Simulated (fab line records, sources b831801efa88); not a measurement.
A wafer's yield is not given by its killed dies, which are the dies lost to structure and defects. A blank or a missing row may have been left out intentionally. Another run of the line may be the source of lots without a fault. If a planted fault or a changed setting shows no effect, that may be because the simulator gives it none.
Matching of chambers / flow sky130 / SKY_VIA2_CMP_24 on cmp-01 has 4 sister chambers
The step polishes, stops on SiO2, t overpolish 20 s, target thk 0 nm. 4 wafers are shown with their chamber, then 12 later ones without.

WAFERS WITH THEIR CHAMBER
wafer=L089.3; chamber=1; motor-current-A (A)=10.2
wafer=L090.1; chamber=3; motor-current-A (A)=10.4
wafer=L090.4; chamber=2; motor-current-A (A)=13.1
wafer=L090.5; chamber=0; motor-current-A (A)=9.6

WAFERS WHOSE CHAMBER IS MISSING
wafer=L091.1; motor-current-A (A)=12.6
wafer=L091.2; motor-current-A (A)=10.0
wafer=L091.4; motor-current-A (A)=10.0
wafer=L094.1; motor-current-A (A)=10.5
wafer=L094.4; motor-current-A (A)=11.1
wafer=L094.6; motor-current-A (A)=12.7
wafer=L095.1; motor-current-A (A)=12.6
wafer=L095.4; motor-current-A (A)=9.9
wafer=L095.6; motor-current-A (A)=10.8
wafer=L097.2; motor-current-A (A)=10.3
wafer=L097.4; motor-current-A (A)=10.9
wafer=L097.6; motor-current-A (A)=10.2

THE CHAMBER EACH PASSED THROUGH
wafer=L091.1; from the rows above=2; in truth=2
wafer=L091.2; from the rows above=can't be placed: 1 or 0 or 3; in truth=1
wafer=L091.4; from the rows above=can't be placed: 1 or 0 or 3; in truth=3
wafer=L094.1; from the rows above=can't be placed: 3 or 1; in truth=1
wafer=L094.4; from the rows above=can't be placed: 3 or 1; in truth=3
wafer=L094.6; from the rows above=2; in truth=2
wafer=L095.1; from the rows above=2; in truth=2
wafer=L095.4; from the rows above=can't be placed: 1 or 0 or 3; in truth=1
wafer=L095.6; from the rows above=can't be placed: 3 or 1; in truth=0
wafer=L097.2; from the rows above=can't be placed: 3 or 1 or 0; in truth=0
wafer=L097.4; from the rows above=can't be placed: 3 or 1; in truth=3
wafer=L097.6; from the rows above=can't be placed: 1 or 3 or 0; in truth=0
Placed correctly: 3 of 12. Cannot be placed on the basis of these rows: 9; the candidates contain the true chamber in 8. Placed wrongly: 0.
How it was worked out, from the rows above alone: a wafer's distance from a chamber is the root of the sum, over the readings, of the square of ((its reading less the chamber's mean) divided by the reading's scatter). If the next closest chamber is less than 2 further off than the closest, the wafer can't be placed; otherwise it belongs to the closest. Each chamber's mean is taken over the wafers shown for it. The scatter: root of mean squared gap, hidden wafer to nearest shown wafer, with one shown wafer a chamber.
